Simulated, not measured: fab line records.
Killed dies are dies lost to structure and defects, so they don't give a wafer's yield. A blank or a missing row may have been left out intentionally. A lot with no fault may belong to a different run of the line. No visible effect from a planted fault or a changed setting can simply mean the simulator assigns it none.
fab line records + flow sky130
[record]
- lots = 12
- wafers = 36
- last_day = 50
route steps=708 shown SD_N@344 LI_CONTACT@374 PAD_OPEN@708
lots that met no fault: from a run of the same line without faults
start_h: hours from the record's first day to the start of the lot's first wafer shown + wait_h: hours elapsed since this lot's preceding step + " identical to the entry in the row above + L1.1+2: a single row standing in for several wafers + - either no value or no given start + * or withheld: withheld + < > ~ a bound
route shown NAME@n: NAME is a module with steps in the file, n the number in the route of the first one + usual: the fault-free wafers' mean and standard deviation + same: alike in all rows + chamber/n: place in a boat + sites: each site's reading + _std_site: the standard deviation of these + _edge_site: outer sites' mean less inner sites' + radius_mm: for every site, how far away it sits from the centre of the wafer + mask NAME#n: copy n + behind: tool/chamber where the wafer was last shaped + hold: the reason the lot was held/the length of the hold in hours/how it ended + device: whichever transistor did not switch (one of n, p or np) + end of line: the tests these same wafers got at the end of their route + a step without rows: its recipe alone + killed: count of dies lost to structure and defects at first sort (not the wafer's yield) + map: the dies of a wafer, with x for killed, . for not killed, _ for no die there
set.NAME: setting as actually run; set.NAME@STEP: the setting as run at that earlier step + model.NAME: the simulator's own value behind a step, which no gauge read
one table for each step of the route and one row for each wafer, over a sample of lots
services: the hour from which a tool's chamber was out of use, counted from the record's first day as start_h (under 0 if before that day), plus the number of hours and why
[[steps]]
[step SKY_SD_N_COAT_02]
[recipe]
- resist = NOVOLAK
- spin_rpm = 3000
- resist_thk_nm = 1140
[usual]
- chill_plate_temp_C = 22.98/0.12
| lot.wafer | tool           | chamber | start_h | wait_h | chill_plate_temp_C |
|-----------|----------------|---------|---------|--------|--------------------|
| L453.1    | litho_track-03 | 0       | 630.12  | 0.1    | 23.13              |
| L453.2    | "              | 0       | "       | "      | 22.87              |
| L453.5    | "              | 0       | "       | "      | 22.96              |
| L455.3    | litho_track-02 | 0       | 643.16  | 0.1    | 22.97              |
| L455.5    | "              | 0       | "       | "      | 23.10              |
| L455.6    | "              | 0       | "       | "      | 23.01              |
| L456.3    | litho_track-02 | 0       | 658.41  | 0.1    | 23.06              |
| L456.4    | "              | 0       | "       | "      | 23.16              |
| L456.5    | "              | 0       | "       | "      | 23.17              |
| L457.1    | litho_track-01 | 0       | 671.36  | 0.1    | 22.97              |
| L457.2    | "              | 0       | "       | "      | 22.73              |
| L457.5    | "              | 0       | "       | "      | 22.92              |
| L459.1    | litho_track-01 | 0       | 679.16  | 0.1    | 22.71              |
| L459.2    | "              | 0       | "       | "      | 22.93              |
| L459.3    | "              | 0       | "       | "      | 22.95              |
| L460.1    | litho_track-01 | 0       | 689.31  | 0.1    | 22.86              |
| L460.5    | "              | 0       | "       | "      | 23.00              |
| L460.6    | "              | 0       | "       | "      | 22.95              |
| L462.1    | litho_track-01 | 0       | 704.41  | 0.1    | 22.97              |
| L462.4    | "              | 0       | "       | "      | 22.98              |
| L462.6    | "              | 0       | "       | "      | 22.87              |
| L464.3    | litho_track-02 | 0       | 731.71  | 0.1    | 22.94              |
| L464.4    | "              | 0       | "       | "      | 22.77              |
| L464.5    | "              | 0       | "       | "      | 22.82              |
| L466.2    | litho_track-01 | 0       | 746.38  | 0.1    | 23.00              |
| L466.3    | "              | 0       | "       | "      | 23.02              |
| L466.6    | "              | 0       | "       | "      | 23.07              |
| L473.2    | litho_track-01 | 0       | 793.08  | 0.1    | 22.92              |
| L473.4    | "              | 0       | "       | "      | 22.98              |
| L473.6    | "              | 0       | "       | "      | 23.10              |
| L476.1    | litho_track-03 | 0       | 814.42  | 0.1    | 23.11              |
| L476.4    | "              | 0       | "       | "      | 23.00              |
| L476.5    | "              | 0       | "       | "      | 23.15              |
| L475.1    | litho_track-01 | 0       | 819.16  | 0.1    | 23.03              |
| L475.2    | "              | 0       | "       | "      | 23.06              |
| L475.4    | "              | 0       | "       | "      | 23.07              |
[step SKY_SD_N_CD_MEAS_07]
[recipe]
- target_cd_nm = 380
[usual]
- cd_nm = 380.3/2.6
| lot.wafer | tool      | chamber | start_h | wait_h | cd_nm |
|-----------|-----------|---------|---------|--------|-------|
| L453.1    | cd_sem-02 | -       | 645.41  | 0.1    | 380.3 |
| L453.2    | "         | -       | "       | "      | 380.3 |
| L453.5    | "         | -       | "       | "      | 379.9 |
| L455.3    | cd_sem-01 | -       | 657.65  | 0.1    | 378.9 |
| L455.5    | "         | -       | "       | "      | 382.4 |
| L455.6    | "         | -       | "       | "      | 381.1 |
| L456.3    | cd_sem-01 | -       | 672.96  | 0.1    | 381.7 |
| L456.4    | "         | -       | "       | "      | 380.0 |
| L456.5    | "         | -       | "       | "      | 379.6 |
| L457.1    | cd_sem-02 | -       | 685.31  | 0.1    | 380.9 |
| L457.2    | "         | -       | "       | "      | 379.9 |
| L457.5    | "         | -       | "       | "      | 380.4 |
| L459.1    | cd_sem-01 | -       | 693.26  | 0.1    | 378.4 |
| L459.2    | "         | -       | "       | "      | 378.1 |
| L459.3    | "         | -       | "       | "      | 378.1 |
| L460.1    | cd_sem-02 | -       | 704.22  | 0.1    | 376.6 |
| L460.5    | "         | -       | "       | "      | 374.1 |
| L460.6    | "         | -       | "       | "      | 376.9 |
| L462.1    | cd_sem-02 | -       | 717.71  | 0.1    | 378.6 |
| L462.4    | "         | -       | "       | "      | 379.6 |
| L462.6    | "         | -       | "       | "      | 379.0 |
| L464.3    | cd_sem-02 | -       | 745.40  | 0.1    | 381.0 |
| L464.4    | "         | -       | "       | "      | 381.8 |
| L464.5    | "         | -       | "       | "      | 379.9 |
| L466.2    | cd_sem-02 | -       | 759.28  | 0.1    | 386.4 |
| L466.3    | "         | -       | "       | "      | 386.4 |
| L466.6    | "         | -       | "       | "      | 385.3 |
| L473.2    | cd_sem-01 | -       | 806.71  | 0.1    | 441.2 |
| L473.4    | "         | -       | "       | "      | 443.1 |
| L473.6    | "         | -       | "       | "      | 441.8 |
| L476.1    | cd_sem-02 | -       | 827.56  | 0.1    | 378.7 |
| L476.4    | "         | -       | "       | "      | 381.1 |
| L476.5    | "         | -       | "       | "      | 381.8 |
| L475.1    | cd_sem-01 | -       | 831.31  | 0.1    | 429.1 |
| L475.2    | "         | -       | "       | "      | 432.5 |
| L475.4    | "         | -       | "       | "      | 432.5 |
[step SKY_SD_N_STRIP_11]
[recipe]
- chemistry = O2/N2
- power_w = 1400
- pressure_mtorr = 1500
- platen_temp_c = withheld
- o2_flow_sccm = 3000
- n2_flow_sccm = 300
- overash_fraction = 0.5
[usual]
- drypump_motor_current_A = 5.4/0.37
- o2_flow_sccm = 3000/8.8
- oes_product_au = 0.528/0.0047
- strip_time_to_endpoint_s = 22.55/0.039
| lot.wafer | tool            | chamber | start_h | wait_h | drypump_motor_current_A | o2_flow_sccm | oes_product_au | rf_hours_counter_h | strip_time_to_endpoint_s |
|-----------|-----------------|---------|---------|--------|-------------------------|--------------|----------------|--------------------|--------------------------|
| L453.1    | plasma_asher-01 | 1       | 645.86  | 0.1    | 5.5                     | 2990         | 0.525          | 95                 | 22.56                    |
| L453.2    | "               | 0       | "       | "      | 5.1                     | 2989         | 0.524          | 95                 | 22.54                    |
| L453.5    | "               | 0       | "       | "      | 5.1                     | 2995         | 0.529          | -                  | 22.54                    |
| L455.3    | plasma_asher-01 | 1       | 658.10  | 0.1    | 5.5                     | 3014         | 0.525          | -                  | 22.51                    |
| L455.5    | "               | 0       | "       | "      | 5.1                     | 2991         | 0.527          | -                  | 22.51                    |
| L455.6    | "               | 1       | "       | "      | 5.4                     | 3006         | 0.531          | -                  | 22.51                    |
| L456.3    | plasma_asher-01 | 0       | 673.41  | 0.1    | 5.1                     | 2993         | 0.528          | -                  | 22.54                    |
| L456.4    | "               | 1       | "       | "      | 5.5                     | 3000         | 0.529          | -                  | 22.56                    |
| L456.5    | "               | 0       | "       | "      | 5.1                     | 2994         | 0.532          | -                  | 22.61                    |
| L457.1    | plasma_asher-04 | 0       | 685.76  | 0.1    | 5.9                     | 3005         | 0.524          | 26                 | 22.54                    |
| L457.2    | "               | 1       | "       | "      | 6.2                     | 2993         | 0.530          | 26                 | 22.51                    |
| L457.5    | "               | 1       | "       | "      | 6.2                     | 2991         | 0.520          | -                  | 22.50                    |
| L459.1    | plasma_asher-01 | 0       | 693.72  | 0.1    | 5.1                     | 3002         | 0.524          | 100                | 22.62                    |
| L459.2    | "               | 1       | "       | "      | 5.4                     | 3010         | 0.528          | 100                | 22.65                    |
| L459.3    | "               | 1       | "       | "      | 5.4                     | 2991         | 0.522          | -                  | 22.60                    |
| L460.1    | plasma_asher-01 | 0       | 704.67  | 0.1    | 5.1                     | 2987         | 0.527          | 101                | 22.54                    |
| L460.5    | "               | 0       | "       | "      | 5.1                     | 2995         | 0.536          | -                  | 22.58                    |
| L460.6    | "               | 1       | "       | "      | 5.4                     | 2995         | 0.529          | -                  | 22.53                    |
| L462.1    | plasma_asher-01 | 0       | 718.17  | 0.1    | 5.1                     | 3007         | 0.535          | 104                | 22.57                    |
| L462.4    | "               | 1       | "       | "      | 5.5                     | 2996         | 0.521          | -                  | 22.58                    |
| L462.6    | "               | 1       | "       | "      | 5.5                     | 3009         | 0.529          | -                  | 22.53                    |
| L464.3    | plasma_asher-01 | 1       | 745.85  | 0.1    | 5.5                     | 2992         | 0.524          | -                  | 22.53                    |
| L464.4    | "               | 0       | "       | "      | 5.1                     | 2996         | 0.528          | -                  | 22.52                    |
| L464.5    | "               | 1       | "       | "      | 5.4                     | 2987         | 0.527          | -                  | 22.50                    |
| L466.2    | plasma_asher-03 | 1       | 759.71  | 0.1    | 4.9                     | 3010         | 0.530          | 59                 | 22.58                    |
| L466.3    | "               | 0       | "       | "      | 5.3                     | 3003         | 0.532          | -                  | 22.58                    |
| L466.6    | "               | 1       | "       | "      | 4.9                     | 2997         | 0.525          | -                  | 22.56                    |
| L473.2    | plasma_asher-01 | 1       | 807.15  | 0.1    | 5.5                     | 2982         | 0.458          | 6                  | 16.71                    |
| L473.4    | "               | 0       | "       | "      | 5.1                     | 3003         | 0.456          | -                  | 16.71                    |
| L473.6    | "               | 0       | "       | "      | 5.1                     | 3002         | 0.455          | -                  | 16.72                    |
| L476.1    | plasma_asher-03 | 1       | 828.02  | 0.1    | 4.8                     | 3014         | 0.530          | 66                 | 22.59                    |
| L476.4    | "               | 0       | "       | "      | 5.3                     | 3001         | 0.532          | -                  | 22.59                    |
| L476.5    | "               | 0       | "       | "      | 5.3                     | 2994         | 0.527          | -                  | 22.60                    |
| L475.1    | plasma_asher-01 | 1       | 831.76  | 0.1    | 5.4                     | 3004         | 0.458          | 9                  | 16.68                    |
| L475.2    | "               | 0       | "       | "      | 5.1                     | 3007         | 0.447          | 9                  | 16.69                    |
| L475.4    | "               | 0       | "       | "      | 5.1                     | 3003         | 0.457          | -                  | 16.72                    |
[step SKY_SD_N_TW_MEAS_12]
[usual]
- SD_N_TW = 3994/31
| lot.wafer | tool          | chamber | start_h | wait_h | SD_N_TW |
|-----------|---------------|---------|---------|--------|---------|
| L453.1    | film_metro-04 | -       | 645.96  | 0.1    | 3950    |
| L453.2    | "             | -       | "       | "      | 3921    |
| L453.5    | "             | -       | "       | "      | 3929    |
| L455.3    | film_metro-01 | -       | 658.18  | 0.1    | 4028    |
| L455.5    | "             | -       | "       | "      | 4005    |
| L455.6    | "             | -       | "       | "      | 4030    |
| L456.3    | film_metro-02 | -       | 673.49  | 0.1    | 4009    |
| L456.4    | "             | -       | "       | "      | 3987    |
| L456.5    | "             | -       | "       | "      | 3998    |
| L457.1    | film_metro-01 | -       | 685.86  | 0.1    | 4017    |
| L457.2    | "             | -       | "       | "      | 4015    |
| L457.5    | "             | -       | "       | "      | 4020    |
| L459.1    | film_metro-02 | -       | 693.82  | 0.1    | 3995    |
| L459.2    | "             | -       | "       | "      | 3990    |
| L459.3    | "             | -       | "       | "      | 3996    |
| L460.1    | film_metro-02 | -       | 704.77  | 0.1    | 4000    |
| L460.5    | "             | -       | "       | "      | 4014    |
| L460.6    | "             | -       | "       | "      | 4006    |
| L462.1    | film_metro-02 | -       | 718.27  | 0.1    | 4001    |
| L462.4    | "             | -       | "       | "      | 3998    |
| L462.6    | "             | -       | "       | "      | 4037    |
| L464.3    | film_metro-01 | -       | 745.94  | 0.1    | 3977    |
| L464.4    | "             | -       | "       | "      | 3986    |
| L464.5    | "             | -       | "       | "      | 4019    |
| L466.2    | film_metro-02 | -       | 759.82  | 0.1    | 4036    |
| L466.3    | "             | -       | "       | "      | 4025    |
| L466.6    | "             | -       | "       | "      | 4026    |
| L473.2    | film_metro-01 | -       | 807.26  | 0.1    | 3974    |
| L473.4    | "             | -       | "       | "      | 4001    |
| L473.6    | "             | -       | "       | "      | 3992    |
| L476.1    | film_metro-01 | -       | 828.12  | 0.1    | 3984    |
| L476.4    | "             | -       | "       | "      | 3974    |
| L476.5    | "             | -       | "       | "      | 3972    |
| L475.1    | film_metro-01 | -       | 831.86  | 0.1    | 4007    |
| L475.2    | "             | -       | "       | "      | 4000    |
| L475.4    | "             | -       | "       | "      | 3997    |
[step SKY_LI_CONTACT_CD_MEAS_12]
[recipe]
- target_cd_nm = 170
[usual]
- cd_nm = 170.4/1.4
| lot.wafer | tool      | chamber | start_h | wait_h | cd_nm |
|-----------|-----------|---------|---------|--------|-------|
| L453.1    | cd_sem-02 | -       | 676.06  | -      | 169.4 |
| L453.2    | "         | -       | "       | "      | 168.9 |
| L453.5    | "         | -       | "       | "      | 169.8 |
| L455.3    | cd_sem-01 | -       | 687.61  | -      | 172.9 |
| L455.5    | "         | -       | "       | "      | 171.4 |
| L455.6    | "         | -       | "       | "      | 171.7 |
| L456.3    | cd_sem-01 | -       | 702.70  | -      | 169.7 |
| L456.4    | "         | -       | "       | "      | 169.4 |
| L456.5    | "         | -       | "       | "      | 169.0 |
| L457.1    | cd_sem-02 | -       | 715.16  | -      | 173.4 |
| L457.2    | "         | -       | "       | "      | 172.6 |
| L457.5    | "         | -       | "       | "      | 172.1 |
| L459.1    | cd_sem-02 | -       | 722.68  | -      | 172.1 |
| L459.2    | "         | -       | "       | "      | 169.7 |
| L459.3    | "         | -       | "       | "      | 169.5 |
| L460.1    | cd_sem-01 | -       | 733.11  | -      | 168.4 |
| L460.5    | "         | -       | "       | "      | 167.6 |
| L460.6    | "         | -       | "       | "      | 168.4 |
| L462.1    | cd_sem-02 | -       | 746.82  | -      | 173.0 |
| L462.4    | "         | -       | "       | "      | 170.8 |
| L462.6    | "         | -       | "       | "      | 170.2 |
| L464.3    | cd_sem-01 | -       | 773.41  | -      | 170.1 |
| L464.4    | "         | -       | "       | "      | 171.8 |
| L464.5    | "         | -       | "       | "      | 169.1 |
| L466.2    | cd_sem-01 | -       | 787.89  | -      | 172.1 |
| L466.3    | "         | -       | "       | "      | 171.4 |
| L466.6    | "         | -       | "       | "      | 170.0 |
| L473.2    | cd_sem-02 | -       | 834.35  | -      | 171.6 |
| L473.4    | "         | -       | "       | "      | 171.8 |
| L473.6    | "         | -       | "       | "      | 171.5 |
| L476.1    | cd_sem-01 | -       | 855.11  | -      | 170.6 |
| L476.4    | "         | -       | "       | "      | 171.3 |
| L476.5    | "         | -       | "       | "      | 170.9 |
| L475.1    | cd_sem-02 | -       | 859.46  | -      | 172.5 |
| L475.2    | "         | -       | "       | "      | 172.6 |
| L475.4    | "         | -       | "       | "      | 172.7 |
[step SKY_LI_CONTACT_ETCH_15]
[recipe]
- target = PSG
- chemistry = C4F8/O2/Ar
- stop_on = Si
- taper_deg = 4.15
- mask_material = KrF-thick
- source_w = 1500
- bias_w = 1200
- pressure_mtorr = 40
- c4f8_flow_sccm = withheld
- O2_flow_sccm = 6
- Ar_flow_sccm = 300
- time_s = withheld
- target_depth_a = 6000
[usual]
- oes_product_au = 0.837/0.005
| lot.wafer | tool        | chamber | start_h | wait_h | oes_product_au |
|-----------|-------------|---------|---------|--------|----------------|
| L453.1    | rie_diel-04 | 2       | 676.26  | 0.0    | 0.835          |
| L453.2    | "           | 1       | "       | "      | 0.835          |
| L453.5    | "           | 1       | "       | "      | 0.840          |
| L455.3    | rie_diel-03 | 1       | 687.77  | 0.0    | 0.843          |
| L455.5    | "           | 3       | "       | "      | 0.838          |
| L455.6    | "           | 0       | "       | "      | 0.830          |
| L456.3    | rie_diel-03 | 3       | 702.86  | 0.0    | 0.835          |
| L456.4    | "           | 3       | "       | "      | 0.836          |
| L456.5    | "           | 2       | "       | "      | 0.840          |
| L457.1    | rie_diel-03 | 3       | 715.36  | 0.0    | 0.843          |
| L457.2    | "           | 1       | "       | "      | 0.832          |
| L457.5    | "           | 2       | "       | "      | 0.841          |
| L459.1    | rie_diel-03 | 3       | 722.88  | 0.0    | 0.830          |
| L459.2    | "           | 1       | "       | "      | 0.832          |
| L459.3    | "           | 2       | "       | "      | 0.830          |
| L460.1    | rie_diel-04 | 0       | 733.31  | 0.0    | 0.838          |
| L460.5    | "           | 2       | "       | "      | 0.849          |
| L460.6    | "           | 0       | "       | "      | 0.835          |
| L462.1    | rie_diel-04 | 2       | 747.02  | 0.0    | 0.848          |
| L462.4    | "           | 3       | "       | "      | 0.835          |
| L462.6    | "           | 3       | "       | "      | 0.839          |
| L464.3    | rie_diel-04 | 1       | 773.57  | 0.0    | 0.844          |
| L464.4    | "           | 2       | "       | "      | 0.835          |
| L464.5    | "           | 0       | "       | "      | 0.833          |
| L466.2    | rie_diel-03 | 2       | 788.07  | 0.0    | 0.833          |
| L466.3    | "           | 1       | "       | "      | 0.837          |
| L466.6    | "           | 2       | "       | "      | 0.825          |
| L473.2    | rie_diel-04 | 0       | 834.53  | 0.0    | 0.835          |
| L473.4    | "           | 1       | "       | "      | 0.834          |
| L473.6    | "           | 3       | "       | "      | 0.836          |
| L476.1    | rie_diel-03 | 1       | 855.31  | 0.0    | 0.834          |
| L476.4    | "           | 3       | "       | "      | 0.830          |
| L476.5    | "           | 2       | "       | "      | 0.829          |
| L475.1    | rie_diel-03 | 2       | 859.66  | 0.0    | 0.845          |
| L475.2    | "           | 3       | "       | "      | 0.838          |
| L475.4    | "           | 3       | "       | "      | 0.837          |
[step SKY_PAD_OPEN_PROBE_99]
[usual]
- killed_at_M0_to_M3 = 44/6.5
- killed_at_M4_up = 3.3/1.7
- killed_at_contacts = 25/5.3
- killed_at_front_end = 15/5
- killed_at_other = 0.2/0.47
- killed_dies = 87/9.9
- killed_open = 47/8
- killed_short = 39/6.1
[same]
- gross_dies = 492
- killed_at_back_side = 0
| lot.wafer | tool      | chamber | start_h | wait_h | killed_at_M0_to_M3 | killed_at_M4_up | killed_at_contacts | killed_at_front_end | killed_at_other | killed_dies | killed_open | killed_short |
|-----------|-----------|---------|---------|--------|--------------------|-----------------|--------------------|---------------------|-----------------|-------------|-------------|--------------|
| L466.6    | prober-02 | -       | 1154.48 | 0.2    | 45                 | 6               | 18                 | 10                  | 1               | 80          | 40          | 40           |
// killed by level:class
L466.6 VIA1:geometric_particle:open=15 METAL1:geometric_particle:short=8 METAL2:geometric_particle:short=8 METAL4:geometric_particle:short=5 LI_CONTACT:geometric_particle:open=5 CONTACT:geometric_particle:open=5 VIA2:geometric_particle:open=5 CONTACT:geometric_particle:short=4
[[services]]
| tool            | chamber | start_h | hours | kind           |
|-----------------|---------|---------|-------|----------------|
| rie_diel-03     | 2       | 627.56  | 10.5  | repair         |
| rie_diel-04     | -       | 644.25  | 0.5   | repair         |
| rie_diel-03     | 1       | 657.21  | 12.5  | repair         |
| rie_diel-03     | -       | 682.11  | 2.4   | repair         |
| plasma_asher-03 | -       | 683.60  | 22.6  | repair         |
| rie_diel-04     | 1       | 684.20  | 1.4   | repair         |
| plasma_asher-03 | -       | 697.75  | 12.0  | repair         |
| rie_diel-03     | 1       | 700.60  | 5.3   | repair         |
| plasma_asher-03 | -       | 709.78  | 14.6  | pm             |
| plasma_asher-03 | -       | 724.38  | 2.8   | pm             |
| rie_diel-04     | 1       | 725.03  | -     | clean          |
| rie_diel-04     | 1       | 725.03  | 17.5  | scheduled_down |
| plasma_asher-01 | -       | 733.75  | 9.0   | pm             |
| plasma_asher-01 | 0       | 733.75  | 9.0   | vent_cycle     |
| plasma_asher-01 | 1       | 733.75  | 9.0   | vent_cycle     |
| plasma_asher-04 | -       | 741.89  | 0.7   | repair         |
| plasma_asher-01 | 0       | 742.75  | -     | clean          |
| plasma_asher-01 | 1       | 742.75  | -     | clean          |
| rie_diel-03     | 2       | 775.65  | 7.6   | repair         |
| rie_diel-04     | -       | 776.36  | 2.4   | repair         |
| plasma_asher-04 | -       | 847.45  | 4.7   | repair         |
| rie_diel-03     | 0       | 858.66  | -     | clean          |
| rie_diel-03     | 0       | 858.66  | 20.4  | scheduled_down |
| rie_diel-03     | 0       | 858.66  | 20.4  | vent_cycle     |
[[key]]
[first_sign]
- step = SKY_SD_N_CD_MEAS_07
- reading = cd_nm
- direction = up
- sigmas = 22
- usual = 380.3
- struck = 436.7
- through = control_loop
[effect]
- step = SKY_SD_N_STRIP_11
- reading = strip_time_to_endpoint_s
- direction = down
- sigmas = 99+
- usual = *
- struck = *
- through = *
met_at SKY_SD_N_COAT_02
struck_lots L473,L475
tester_left_out L473,L475
[loop_trim]
- step = SKY_SD_N_EXPOSE_04
- setting = dose
- lots = L475
not_acting_at SKY_SD_N_TW_MEAS_12,SKY_LI_CONTACT_CD_MEAS_12,SKY_LI_CONTACT_ETCH_15
onset_between 746.38 793.08
[fault]
- kind = process_parameter_drift
- tool = litho_track-01
- chamber = -
- onset_h = 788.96
- steps = SKY_SD_N_COAT_02
- channel = resist_thk_nm
- offset = -513.96
- shape = step
- end_h = 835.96
- acts_in = these_recipes_only
- stated = 1140
// tester_left_out: of these lots the tester's yield and bins aren't shown, on N5 and GAA mostly nor the transistor test; their killed dies are dies lost to structure and defects alone, not to doping, threshold or leakage, so they don't give the yield
// loop_trim: a control loop set the setting to another value than it would have without faults
